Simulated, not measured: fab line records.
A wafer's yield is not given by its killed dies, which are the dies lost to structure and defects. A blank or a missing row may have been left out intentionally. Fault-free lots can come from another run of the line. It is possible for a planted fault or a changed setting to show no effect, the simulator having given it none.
fab line records	flow sky130
[record] lots = 10	wafers = 30	last_day = 50
route steps=708 shown GATE_OXIDE@189 POLY_GATE@213 RES_PROTECT@214 PAD_OPEN@708
lots untouched by any fault: they come from a run of this same line in which no faults occurred
start_h: the number of hours between the record's first day and the start of the first shown wafer of the lot	wait_h: hours elapsed since this lot's preceding step	" identical to the entry in the row above	L1.1+2: a single row standing in for several wafers	- no value, or no start was given	* or withheld: withheld	< > ~ a bound
route shown NAME@n: a module of which the file shows steps, and the number in the route of the first	usual: mean/standard deviation taken from wafers without a fault	same: alike in all rows	chamber/n: place in a boat	sites: readings site by site	_std_site: the values' standard deviation	_edge_site: outer sites' mean less inner sites'	radius_mm: for every site, how far away it sits from the centre of the wafer	mask NAME#n: copy n	behind: the last tool/chamber to shape the wafer	hold: why the lot went on hold/how many hours it stayed there/how the hold came to an end	device: transistor that didn't switch, given as n, p or np	end of line: tests run on the same wafers once the route is complete	for a step that has no rows: nothing shown but its recipe	killed: not the wafer's yield, but the dies lost to structure and defects at the first sort	map: shows each die of a wafer: x if killed, . if not, _ if none is there
set.NAME: setting as actually run; set.NAME@STEP: the setting as run at that earlier step	model.NAME: the simulator's own value behind a step, which no gauge read
steps of the route over a sample of lots; a table a step, a row a wafer
services: when a tool's chamber went out of use (start_h, in hours from the record's first day, below 0 if earlier), for how many hours, and the reason
[[steps]]
[step SKY_GATE_OXIDE_THK_MEAS_02]
[recipe] reads = SiO2_of_GATE_OXIDE_OXIDATION_01
[usual] GATE_OXIDE_OXIDATION_00_THK = 10.27/0.25
lot.wafer	tool	chamber	start_h	wait_h	GATE_OXIDE_OXIDATION_00_THK[nm]
L269.3	film_metro-03	-	282.14	0.0	10.23
L269.4	"	-	"	"	10.24
L269.6	"	-	"	"	10.26
L271.4	film_metro-02	-	300.85	0.0	10.51
L271.5	"	-	"	"	10.46
L271.6	"	-	"	"	10.53
L273.1	film_metro-02	-	318.43	0.0	10.11
L273.3	"	-	"	"	10.21
L273.6	"	-	"	"	10.06
L277.1	film_metro-02	-	349.90	0.0	10.53
L277.2	"	-	"	"	10.51
L277.4	"	-	"	"	10.48
L279.2	film_metro-04	-	363.80	0.0	10.51
L279.5	"	-	"	"	10.40
L279.6	"	-	"	"	10.36
L286.1	film_metro-02	-	424.06	0.0	10.27
L286.4	"	-	"	"	10.40
L286.6	"	-	"	"	10.40
L287.1	film_metro-04	-	432.47	0.0	10.13
L287.2	"	-	"	"	10.41
L287.5	"	-	"	"	10.30
L289.1	film_metro-04	-	446.76	0.0	10.23
L289.2	"	-	"	"	10.28
L289.5	"	-	"	"	10.10
L290.1	film_metro-03	-	458.87	0.0	9.93
L290.3	"	-	"	"	9.81
L290.4	"	-	"	"	10.09
L292.2	film_metro-04	-	466.39	0.0	10.35
L292.3	"	-	"	"	10.65
L292.5	"	-	"	"	10.37
[step SKY_POLY_GATE_IMPLANT_02]
[recipe] species = P	energy_kev = 30	dose_cm2 = 7.7e+15	tilt_deg = 0
[usual] beam_energy_keV = 30.000/0.0085	beam_on_s = 34.6/1.7	dose_ions_cm2 = 7.698e+15/8.8e+12	end_station_pressure_torr = 1.11e-05/7.3e-07
lot.wafer	tool	chamber	start_h	wait_h	beam_energy_keV	beam_on_s	dose_ions_cm2	end_station_pressure_torr
L269.3	implanter-02	0	336.09	0.1	29.990	34.4	7.685e+15	1.04e-05
L269.4	"	0	"	"	29.996	34.1	7.698e+15	1.09e-05
L269.6	"	0	"	"	29.995	35.3	7.704e+15	1.17e-05
L271.4	implanter-03	0	356.57	0.1	30.001	33.5	7.704e+15	1.09e-05
L271.5	"	0	"	"	30.020	34.0	7.694e+15	1.11e-05
L271.6	"	0	"	"	30.010	33.0	7.701e+15	1.1e-05
L273.1	implanter-03	0	379.24	0.1	30.007	34.4	7.696e+15	1.01e-05
L273.3	"	0	"	"	29.998	32.2	7.706e+15	1.13e-05
L273.6	"	0	"	"	30.006	34.6	7.692e+15	1.08e-05
L277.1	implanter-03	0	408.89	0.1	29.988	18.2	4.028e+15	1.26e-05
L277.2	"	0	"	"	30.002	17.3	4.027e+15	1.42e-05
L277.4	"	0	"	"	29.995	18.1	4.025e+15	1.41e-05
L279.2	implanter-03	0	425.06	0.1	29.996	18.2	4.032e+15	1.42e-05
L279.5	"	0	"	"	29.999	17.2	4.025e+15	1.31e-05
L279.6	"	0	"	"	30.013	18.2	4.012e+15	1.43e-05
L286.1	implanter-02	0	496.77	0.1	29.997	34.1	7.689e+15	1.09e-05
L286.4	"	0	"	"	30.002	34.6	7.704e+15	1.09e-05
L286.6	"	0	"	"	30.005	35.5	7.695e+15	1.1e-05
L287.1	implanter-03	0	496.78	0.1	29.983	34.0	7.703e+15	1.1e-05
L287.2	"	0	"	"	30.000	32.3	7.706e+15	1.18e-05
L287.5	"	0	"	"	29.991	35.0	7.691e+15	1.1e-05
L289.1	implanter-02	0	510.84	0.1	29.978	35.4	7.699e+15	1.18e-05
L289.2	"	0	"	"	30.009	34.1	7.695e+15	1.14e-05
L289.5	"	0	"	"	30.002	35.7	7.705e+15	1.05e-05
L290.1	implanter-03	0	523.49	0.1	30.013	34.6	7.692e+15	1.17e-05
L290.3	"	0	"	"	30.005	34.1	7.698e+15	1.2e-05
L290.4	"	0	"	"	30.002	34.2	7.688e+15	1.14e-05
L292.2	implanter-02	0	529.70	0.1	30.002	33.7	7.694e+15	1.18e-05
L292.3	"	0	"	"	30.001	33.2	7.698e+15	1.11e-05
L292.5	"	0	"	"	30.002	34.7	7.686e+15	1.08e-05
[step SKY_RES_PROTECT_STRIP_07]
[recipe] chemistry = O2/N2	power_w = 1400	pressure_mtorr = 1500	platen_temp_c = withheld	o2_flow_sccm = 3000	n2_flow_sccm = 300	overash_fraction = 0.5
[usual] drypump_motor_current_A = 5.6/0.65	oes_product_au = 0.518/0.0043	strip_time_to_endpoint_s = 23.26/0.04
lot.wafer	tool	chamber	start_h	wait_h	drypump_motor_current_A	oes_product_au	rf_hours_counter_h	strip_time_to_endpoint_s
L269.3	plasma_asher-04	1	336.22	0.1	5.8	0.519	-	23.17
L269.4	"	0	"	"	6.6	0.520	-	23.26
L269.6	"	1	"	"	5.8	0.520	-	23.26
L271.4	plasma_asher-02	0	356.67	0.1	5.0	0.517	-	23.22
L271.5	"	1	"	"	6.1	0.520	-	23.18
L271.6	"	0	"	"	5.0	0.514	-	23.21
L273.1	plasma_asher-01	0	379.39	0.1	5.2	0.519	56	23.28
L273.3	"	1	"	"	4.9	0.517	-	23.24
L273.6	"	0	"	"	5.2	0.518	-	23.25
L277.1	plasma_asher-01	0	409.04	0.1	5.2	0.547	59	20.83
L277.2	"	1	"	"	4.8	0.553	59	20.78
L277.4	"	1	"	"	4.8	0.555	-	20.72
L279.2	plasma_asher-01	0	425.19	0.1	5.2	0.555	61	20.68
L279.5	"	1	"	"	4.9	0.549	-	20.64
L279.6	"	0	"	"	5.2	0.548	-	20.60
L286.1	plasma_asher-04	1	496.92	0.1	5.9	0.520	35	23.28
L286.4	"	0	"	"	6.6	0.522	-	23.28
L286.6	"	1	"	"	5.8	0.518	-	23.31
L287.1	plasma_asher-02	1	496.93	0.1	6.1	0.521	7	23.27
L287.2	"	0	"	"	5.0	0.521	7	23.31
L287.5	"	1	"	"	6.1	0.518	-	23.26
L289.1	plasma_asher-02	0	510.99	0.1	5.0	0.518	8	23.28
L289.2	"	1	"	"	6.1	0.523	8	23.27
L289.5	"	0	"	"	5.0	0.515	-	23.25
L290.1	plasma_asher-04	1	523.64	0.1	5.8	0.519	38	23.31
L290.3	"	0	"	"	6.6	0.516	-	23.24
L290.4	"	1	"	"	5.8	0.517	-	23.25
L292.2	plasma_asher-01	0	529.82	0.1	5.2	0.510	70	23.32
L292.3	"	1	"	"	4.8	0.520	-	23.28
L292.5	"	0	"	"	5.2	0.512	-	23.30
[step SKY_RES_PROTECT_TW_MEAS_08]
[usual] POLY_GATE_TW = 4028/22
lot.wafer	tool	chamber	start_h	wait_h	POLY_GATE_TW
L269.3	film_metro-04	-	336.31	0.1	4006
L269.4	"	-	"	"	4004
L269.6	"	-	"	"	4027
L271.4	film_metro-01	-	356.77	0.1	4011
L271.5	"	-	"	"	4033
L271.6	"	-	"	"	4014
L273.1	film_metro-01	-	379.49	0.1	4043
L273.3	"	-	"	"	4042
L273.6	"	-	"	"	4051
L277.1	film_metro-01	-	409.14	0.1	3856
L277.2	"	-	"	"	3854
L277.4	"	-	"	"	3857
L279.2	film_metro-04	-	425.30	0.1	3817
L279.5	"	-	"	"	3832
L279.6	"	-	"	"	3827
L286.1	film_metro-01	-	497.02	0.1	4031
L286.4	"	-	"	"	4027
L286.6	"	-	"	"	4048
L287.1	film_metro-04	-	497.03	0.1	4019
L287.2	"	-	"	"	4034
L287.5	"	-	"	"	4038
L289.1	film_metro-04	-	511.09	0.1	4000
L289.2	"	-	"	"	3998
L289.5	"	-	"	"	4001
L290.1	film_metro-01	-	523.74	0.1	4042
L290.3	"	-	"	"	4033
L290.4	"	-	"	"	4032
L292.2	film_metro-03	-	529.93	0.1	4027
L292.3	"	-	"	"	4018
L292.5	"	-	"	"	4021
[step SKY_POLY_GATE_THK_MEAS_04]
[recipe] reads = Si3N4_of_POLY_GATE_CVD_03
[usual] POLY_GATE_CVD_03_THK = 74.8/0.77
lot.wafer	tool	chamber	start_h	wait_h	POLY_GATE_CVD_03_THK[nm]
L269.3	film_metro-04	-	350.88	0.0	74.4
L269.4	"	-	"	"	75.1
L269.6	"	-	"	"	75.0
L271.4	film_metro-04	-	361.78	0.0	74.2
L271.5	"	-	"	"	75.8
L271.6	"	-	"	"	74.8
L273.1	film_metro-04	-	381.04	0.0	74.4
L273.3	"	-	"	"	73.6
L273.6	"	-	"	"	74.0
L277.1	film_metro-04	-	412.79	0.0	74.1
L277.2	"	-	"	"	74.5
L277.4	"	-	"	"	74.6
L279.2	film_metro-04	-	428.05	0.0	73.7
L279.5	"	-	"	"	73.8
L279.6	"	-	"	"	74.1
L286.1	film_metro-04	-	498.95	0.0	76.0
L286.4	"	-	"	"	76.1
L286.6	"	-	"	"	75.9
L287.1	film_metro-02	-	498.95	0.0	75.0
L287.2	"	-	"	"	75.4
L287.5	"	-	"	"	75.1
L289.1	film_metro-02	-	512.56	0.0	76.7
L289.2	"	-	"	"	76.5
L289.5	"	-	"	"	76.5
L290.1	film_metro-04	-	526.09	0.0	74.7
L290.3	"	-	"	"	74.3
L290.4	"	-	"	"	74.6
L292.2	film_metro-04	-	531.40	0.0	74.9
L292.3	"	-	"	"	74.7
L292.5	"	-	"	"	75.7
[step SKY_POLY_GATE_ETCH_16]
[recipe] stop_on = poly-Si	chemistry = CH3F/O2	target = Si3N4	source_w = 400	bias_w = 80	pressure_mtorr = 25	ch3f_flow_sccm = 40	O2_flow_sccm = 30	time_s = 147.5	target_depth_a = 750
[usual] O2_flow_sccm = 30.00/0.095	drypump_motor_current_A = 5.9/0.42	oes_product_au = 0.640/0.0047	throttle_valve_pct = 10.535/0.01
lot.wafer	tool	chamber	start_h	wait_h	O2_flow_sccm	drypump_motor_current_A	oes_product_au	rf_hours_counter_h	throttle_valve_pct
L269.3	rie_diel-03	0	378.55	0.0	30.11	6.1	0.640	2	10.528
L269.4	"	2	"	"	30.08	6.1	0.634	10	10.536
L269.6	"	2	"	"	29.99	6.2	0.635	-	10.501
L271.4	rie_diel-01	3	390.35	0.0	29.92	6.5	0.640	89	10.514
L271.5	"	0	"	"	29.92	5.6	0.640	-	10.540
L271.6	"	3	"	"	29.90	6.5	0.646	-	10.526
L273.1	rie_diel-03	3	410.72	0.0	29.96	6.2	0.643	10	10.524
L273.3	"	2	"	"	30.22	6.1	0.645	12	10.523
L273.6	"	2	"	"	30.13	6.2	0.641	-	10.526
L277.1	rie_diel-02	0	441.93	0.0	29.99	5.5	0.634	90	10.553
L277.2	"	1	"	"	30.22	5.9	0.641	71	10.546
L277.4	"	2	"	"	30.07	6.2	0.634	35	10.539
L279.2	rie_diel-01	2	457.53	0.0	29.94	6.3	0.636	4	10.523
L279.5	"	3	"	"	30.04	6.5	0.639	-	10.521
L279.6	"	2	"	"	29.87	6.4	0.643	-	10.529
L287.1	rie_diel-02	0	529.33	0.0	30.05	5.6	0.635	0	10.537
L287.2	"	3	"	"	29.87	4.9	0.630	2	10.547
L287.5	"	1	"	"	29.99	5.9	0.634	-	10.534
L286.1	rie_diel-03	3	529.45	0.0	29.94	6.2	0.648	12	10.537
L286.4	"	2	"	"	30.07	6.2	0.647	14	10.535
L286.6	"	2	"	"	30.01	6.2	0.640	-	10.516
L289.1	rie_diel-02	3	543.27	0.0	30.02	4.9	0.645	2	10.527
L289.2	"	2	"	"	30.04	6.3	0.647	37	10.547
L289.5	"	1	"	"	29.96	5.9	0.645	-	10.544
L290.1	rie_diel-01	2	556.88	0.0	30.16	6.3	0.636	6	10.535
L290.3	"	3	"	"	30.16	6.5	0.633	1	10.515
L290.4	"	1	"	"	29.93	5.4	0.634	7	10.543
L292.2	rie_diel-02	0	561.80	0.0	29.87	5.5	0.651	1	10.538
L292.3	"	3	"	"	29.93	4.9	0.645	2	10.530
L292.5	"	3	"	"	30.02	4.9	0.637	-	10.529
[step SKY_PAD_OPEN_PROBE_99]
[usual] killed_at_M0_to_M3 = 42/5.8	killed_at_M4_up = 3.0/2	killed_at_contacts = 24/5.5	killed_at_front_end = 15/3.9	killed_at_other = 0.3/0.54	killed_dies = 85/8.8	killed_on_rim = 16/3.7	killed_open = 47/6.8	killed_short = 38/5.9
[same] gross_dies = 492	killed_at_back_side = 0
lot.wafer	tool	chamber	start_h	wait_h	killed_at_M0_to_M3	killed_at_M4_up	killed_at_contacts	killed_at_front_end	killed_at_other	killed_dies	killed_on_rim	killed_open	killed_short
L269.3	prober-01	-	1087.36	0.2	35	1	20	10	0	66	14	43	23
L269.4	prober-01	-	1087.41	0.2	47	8	20	18	0	93	16	46	47
L269.6	prober-01	-	1087.51	0.2	49	5	27	20	2	103	19	46	55
L271.4	prober-01	-	1095.79	0.2	42	1	20	12	0	75	16	45	29
L271.5	prober-01	-	1095.84	0.2	34	4	36	24	0	98	23	57	41
L271.6	prober-01	-	1095.89	0.2	44	2	29	19	0	94	19	58	35
L273.1	prober-01	-	1113.59	0.1	48	5	14	14	0	81	16	40	41
L273.3	prober-01	-	1113.69	0.2	43	4	21	14	0	82	16	38	44
L273.6	prober-01	-	1113.84	0.2	40	1	23	14	0	78	19	46	32
L277.1	prober-01	-	1130.02	0.1	44	3	20	12	0	79	12	39	40
L277.2	prober-01	-	1130.07	0.1	49	3	19	13	0	84	19	48	36
L277.4	prober-01	-	1130.17	0.2	50	0	25	13	0	88	22	47	41
L279.2	prober-01	-	1139.98	0.1	45	2	29	24	0	100	16	52	48
L279.5	prober-01	-	1140.13	0.2	35	6	28	17	0	86	9	52	34
L279.6	prober-01	-	1140.18	0.2	44	5	24	17	0	90	15	48	42
L287.1	prober-02	-	1183.57	0.1	46	3	21	19	0	89	18	49	39
L287.2	prober-02	-	1183.62	0.1	48	1	29	20	0	98	17	57	40
L287.5	prober-02	-	1183.77	0.2	37	5	21	19	0	82	12	41	39
L286.1	prober-01	-	1185.07	0.1	43	5	30	8	0	86	15	46	40
L286.4	prober-01	-	1185.22	0.2	41	3	27	14	1	86	18	55	31
L286.6	prober-01	-	1185.32	0.2	37	2	15	19	2	75	19	28	44
L289.1	prober-01	-	1192.96	0.1	52	0	28	10	0	90	15	49	41
L289.2	prober-01	-	1193.01	0.1	42	2	13	13	0	70	12	45	25
L289.5	prober-01	-	1193.16	0.2	41	1	23	14	0	79	17	46	33
L290.1	prober-02	-	1197.01	0.1	40	0	33	15	0	88	12	62	26
L290.3	prober-02	-	1197.11	0.2	34	4	36	10	2	86	12	50	35
L290.4	prober-02	-	1197.16	0.2	42	4	24	15	0	85	9	48	36
L292.2	prober-01	-	1201.48	0.1	46	3	20	20	1	90	12	48	41
L292.3	prober-01	-	1201.53	0.2	37	1	28	20	0	86	12	51	34
L292.5	prober-01	-	1201.63	0.2	46	1	20	19	0	86	15	44	41
// killed by level:class
L269.3 VIA1:geometric_particle:open=15 VIA2:geometric_particle:open=5 VIA3:geometric_particle:open=5 LI_CONTACT:geometric_particle:open=4 CONTACT:geometric_particle:short=4 CONTACT:geometric_particle:open=4 SPACER:geometric_particle:open=3 LI_CONTACT:geometric_particle:short=3
L269.4 VIA1:geometric_particle:open=13 VIA3:geometric_particle:open=8 METAL4:geometric_particle:short=7 CONTACT:geometric_particle:short=6 METAL1:geometric_particle:short=6 CONTACT:geometric_particle:open=5 POLY_GATE:geometric_particle:open=4 POLY_GATE:geometric_particle:short=4
L269.6 VIA1:geometric_particle:open=14 FIELD_ISO:geometric_particle:short=8 VIA3:geometric_particle:open=7 LI_CONTACT:geometric_particle:open=7 LOCAL_INTERCONNECT:geometric_particle:short=7 VIA1:geometric_particle:short=7 FIELD_ISO:geometric_particle:open=6 METAL2:geometric_particle:short=6
L271.4 CONTACT:geometric_particle:open=11 VIA3:geometric_particle:open=10 VIA1:geometric_particle:open=9 VIA1:geometric_particle:short=5 CONTACT:geometric_particle:short=4 VIA2:geometric_particle:short=4 POLY_GATE:geometric_particle:open=3 POLY_GATE:geometric_particle:short=3
L271.5 CONTACT:geometric_particle:open=13 VIA1:geometric_particle:open=10 LI_CONTACT:geometric_particle:open=9 FIELD_ISO:geometric_particle:open=7 LI_CONTACT:geometric_particle:short=7 METAL2:geometric_particle:short=6 POLY_GATE:geometric_particle:open=4 METAL1:geometric_particle:short=4
L271.6 CONTACT:geometric_particle:open=12 VIA2:geometric_particle:open=12 VIA1:geometric_particle:open=7 POLY_GATE:geometric_particle:open=7 LI_CONTACT:geometric_particle:open=7 POLY_GATE:geometric_particle:short=6 VIA1:geometric_particle:short=6 CONTACT:geometric_particle:short=5
L273.1 VIA1:geometric_particle:open=12 METAL2:geometric_particle:short=10 POLY_GATE:geometric_particle:short=6 CONTACT:geometric_particle:open=6 METAL1:geometric_particle:short=5 VIA2:geometric_particle:open=4 VIA1:geometric_particle:short=4 VIA3:geometric_particle:open=4
L273.3 VIA1:geometric_particle:short=11 CONTACT:geometric_particle:open=10 LI_CONTACT:geometric_particle:open=6 VIA2:geometric_particle:open=6 FIELD_ISO:geometric_particle:short=5 METAL2:geometric_particle:short=5 POLY_GATE:geometric_particle:short=4 METAL1:geometric_particle:short=4
L273.6 CONTACT:geometric_particle:open=12 VIA2:geometric_particle:open=8 VIA1:geometric_particle:short=6 VIA3:geometric_particle:open=6 METAL1:geometric_particle:short=5 SPACER:geometric_particle:open=4 POLY_GATE:geometric_particle:open=4 LOCAL_INTERCONNECT:geometric_particle:short=4
L277.1 CONTACT:geometric_particle:open=11 VIA2:geometric_particle:open=8 VIA1:geometric_particle:open=7 VIA1:geometric_particle:short=6 METAL1:geometric_particle:short=5 METAL3:geometric_particle:short=5 POLY_GATE:geometric_particle:short=4 VIA3:geometric_particle:open=4
L277.2 VIA1:geometric_particle:open=12 METAL2:geometric_particle:short=8 VIA2:geometric_particle:open=7 VIA3:geometric_particle:open=7 LI_CONTACT:geometric_particle:short=5 CONTACT:geometric_particle:open=5 LI_CONTACT:geometric_particle:open=5 POLY_GATE:geometric_particle:open=4
L277.4 VIA2:geometric_particle:open=9 CONTACT:geometric_particle:open=8 VIA1:geometric_particle:open=8 LI_CONTACT:geometric_particle:open=7 VIA1:geometric_particle:short=7 METAL1:geometric_particle:short=6 METAL2:geometric_particle:short=6 FIELD_ISO:geometric_particle:open=4
L279.2 VIA2:geometric_particle:open=11 LI_CONTACT:geometric_particle:open=9 LOCAL_INTERCONNECT:geometric_particle:short=8 CONTACT:geometric_particle:open=8 FIELD_ISO:geometric_particle:short=7 VIA1:geometric_particle:short=7 FIELD_ISO:geometric_particle:open=6 METAL1:geometric_particle:short=6
L279.5 VIA1:geometric_particle:open=13 CONTACT:geometric_particle:open=11 VIA3:geometric_particle:open=6 LI_CONTACT:geometric_particle:open=5 CONTACT:geometric_particle:short=5 POLY_GATE:geometric_particle:short=4 POLY_GATE:geometric_particle:open=4 VIA2:geometric_particle:open=4
L279.6 VIA3:geometric_particle:open=9 VIA1:geometric_particle:short=8 CONTACT:geometric_particle:open=8 VIA2:geometric_particle:open=7 FIELD_ISO:geometric_particle:open=5 LOCAL_INTERCONNECT:geometric_particle:short=5 POLY_GATE:geometric_particle:open=5 LI_CONTACT:geometric_particle:open=5
L287.1 VIA1:geometric_particle:open=10 LI_CONTACT:geometric_particle:open=7 VIA3:geometric_particle:open=7 CONTACT:geometric_particle:open=7 FIELD_ISO:geometric_particle:open=6 VIA1:geometric_particle:short=6 METAL2:geometric_particle:short=6 POLY_GATE:geometric_particle:short=4
L287.2 VIA1:geometric_particle:open=14 CONTACT:geometric_particle:open=12 VIA2:geometric_particle:open=9 METAL2:geometric_particle:short=7 LI_CONTACT:geometric_particle:open=6 CONTACT:geometric_particle:short=5 VIA1:geometric_particle:short=5 FIELD_ISO:geometric_particle:open=4
L287.5 CONTACT:geometric_particle:open=8 FIELD_ISO:geometric_particle:open=7 VIA1:geometric_particle:open=7 METAL2:geometric_particle:short=7 VIA2:geometric_particle:open=7 FIELD_ISO:geometric_particle:short=6 LOCAL_INTERCONNECT:geometric_particle:short=5 CONTACT:geometric_particle:short=5
L286.1 VIA3:geometric_particle:open=10 LOCAL_INTERCONNECT:geometric_particle:short=9 VIA1:geometric_particle:open=9 VIA2:geometric_particle:open=7 LI_CONTACT:geometric_particle:open=6 CONTACT:geometric_particle:open=5 METAL1:geometric_particle:short=5 LI_CONTACT:geometric_particle:short=4
L286.4 CONTACT:geometric_particle:open=14 VIA1:geometric_particle:open=13 VIA2:geometric_particle:open=8 LI_CONTACT:geometric_particle:open=6 FIELD_ISO:geometric_particle:short=5 VIA1:geometric_particle:short=5 METAL2:geometric_particle:short=5 LOCAL_INTERCONNECT:geometric_particle:short=4
L286.6 CONTACT:geometric_particle:short=7 METAL1:geometric_particle:short=6 VIA1:geometric_particle:open=6 FIELD_ISO:geometric_particle:short=5 VIA3:geometric_particle:short=5 METAL3:geometric_particle:short=5 POLY_GATE:geometric_particle:open=3 VIA2:geometric_particle:open=3
L289.1 VIA2:geometric_particle:open=11 VIA1:geometric_particle:open=10 LI_CONTACT:geometric_particle:open=8 VIA1:geometric_particle:short=8 CONTACT:geometric_particle:open=7 CONTACT:geometric_particle:short=6 VIA3:geometric_particle:open=6 METAL1:geometric_particle:short=5
L289.2 VIA1:geometric_particle:open=12 VIA2:geometric_particle:open=10 VIA3:geometric_particle:open=7 LI_CONTACT:geometric_particle:open=6 VIA3:geometric_particle:short=6 CONTACT:geometric_particle:open=4 POLY_GATE:geometric_particle:short=3 SPACER:geometric_particle:short=3
L289.5 LI_CONTACT:geometric_particle:open=9 CONTACT:geometric_particle:open=9 METAL1:geometric_particle:short=7 VIA1:geometric_particle:open=7 FIELD_ISO:geometric_particle:open=5 METAL2:geometric_particle:short=5 VIA3:geometric_particle:open=5 VIA2:geometric_particle:open=4
L290.1 CONTACT:geometric_particle:open=13 LI_CONTACT:geometric_particle:open=11 VIA3:geometric_particle:open=10 VIA2:geometric_particle:open=7 LOCAL_INTERCONNECT:geometric_particle:short=6 FIELD_ISO:geometric_particle:short=4 VIA1:geometric_particle:short=4 METAL3:geometric_particle:short=4
L290.3 LI_CONTACT:geometric_particle:open=13 CONTACT:geometric_particle:open=11 VIA1:geometric_particle:open=7 VIA3:geometric_particle:open=7 POLY_GATE:geometric_particle:short=5 LOCAL_INTERCONNECT:geometric_particle:short=5 CONTACT:geometric_particle:short=5 VIA2:geometric_particle:open=5
L290.4 VIA1:geometric_particle:open=11 LI_CONTACT:geometric_particle:open=8 METAL1:geometric_particle:short=8 CONTACT:geometric_particle:open=6 VIA1:geometric_particle:short=6 VIA2:geometric_particle:open=6 FIELD_ISO:geometric_particle:open=5 VIA3:geometric_particle:open=5
L292.2 CONTACT:geometric_particle:open=10 VIA1:geometric_particle:open=9 METAL2:geometric_particle:short=9 POLY_GATE:geometric_particle:short=7 LI_CONTACT:geometric_particle:open=7 VIA3:geometric_particle:open=6 FIELD_ISO:geometric_particle:open=5 VIA1:geometric_particle:short=5
L292.3 LI_CONTACT:geometric_particle:open=9 VIA1:geometric_particle:open=9 CONTACT:geometric_particle:open=8 CONTACT:geometric_particle:short=7 FIELD_ISO:geometric_particle:open=6 POLY_GATE:geometric_particle:open=6 METAL1:geometric_particle:short=4 VIA1:geometric_particle:short=4
L292.5 VIA1:geometric_particle:open=13 METAL2:geometric_particle:short=6 FIELD_ISO:geometric_particle:short=6 LI_CONTACT:geometric_particle:open=6 VIA2:geometric_particle:open=6 VIA2:geometric_particle:short=6 CONTACT:geometric_particle:open=5 METAL1:geometric_particle:short=5
[[services]]
tool	chamber	start_h	hours	kind
plasma_asher-04	-	330.09	4.3	pm
rie_diel-02	-	330.40	14.6	pm
implanter-03	-	350.02	4.7	pm
rie_diel-02	-	359.29	0.4	repair
rie_diel-03	2	373.26	1.3	repair
implanter-02	-	380.73	2.9	pm
rie_diel-03	1	383.27	15.4	repair
rie_diel-03	3	386.45	2.8	repair
implanter-02	-	400.26	9.7	pm
rie_diel-01	3	407.79	2.6	repair
rie_diel-02	2	420.62	4.5	repair
plasma_asher-02	-	421.25	9.0	pm
rie_diel-03	-	425.40	14.6	pm
rie_diel-01	3	433.77	2.9	repair
plasma_asher-01	-	434.18	14.6	pm
rie_diel-03	3	455.27	5.3	repair
plasma_asher-02	-	460.10	0.5	repair
plasma_asher-02	-	460.46	0.8	repair
plasma_asher-01	-	480.32	1.8	repair
implanter-03	-	487.44	2.2	repair
rie_diel-03	3	495.35	10.3	repair
rie_diel-01	0	505.21	16.3	repair
rie_diel-03	3	515.76	2.7	repair
implanter-03	-	551.52	4.7	repair
[[key]]
[first_sign] step = SKY_POLY_GATE_IMPLANT_02	reading = dose_ions_cm2	direction = down	sigmas = 99+	usual = *	struck = *
[effect] step = SKY_POLY_GATE_IMPLANT_02	reading = beam_on_s	direction = down	sigmas = 9.8	usual = 34.6	struck = 17.9
[effect] step = SKY_RES_PROTECT_STRIP_07	reading = strip_time_to_endpoint_s	direction = down	sigmas = 64	usual = *	struck = *
[effect] step = SKY_RES_PROTECT_TW_MEAS_08	reading = POLY_GATE_TW	direction = down	sigmas = 8.3	usual = 4028	struck = 3840
met_at SKY_POLY_GATE_IMPLANT_02
struck_lots L277,L279
tester_left_out L277,L279
not_acting_at SKY_GATE_OXIDE_THK_MEAS_02,SKY_POLY_GATE_THK_MEAS_04,SKY_POLY_GATE_ETCH_16
onset_between 379.24 408.89
[fault] kind = process_parameter_drift	tool = implanter-03	chamber = -	onset_h = 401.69	steps = SKY_POLY_GATE_IMPLANT_02	channel = dose_cm2	offset = *	shape = step	end_h = 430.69	acts_in = *	stated = *
// tester_left_out: of these lots the tester's yield and bins aren't shown, on N5 and GAA mostly nor the transistor test; their killed dies are dies lost to structure and defects alone, not to doping, threshold or leakage, so they don't give the yield
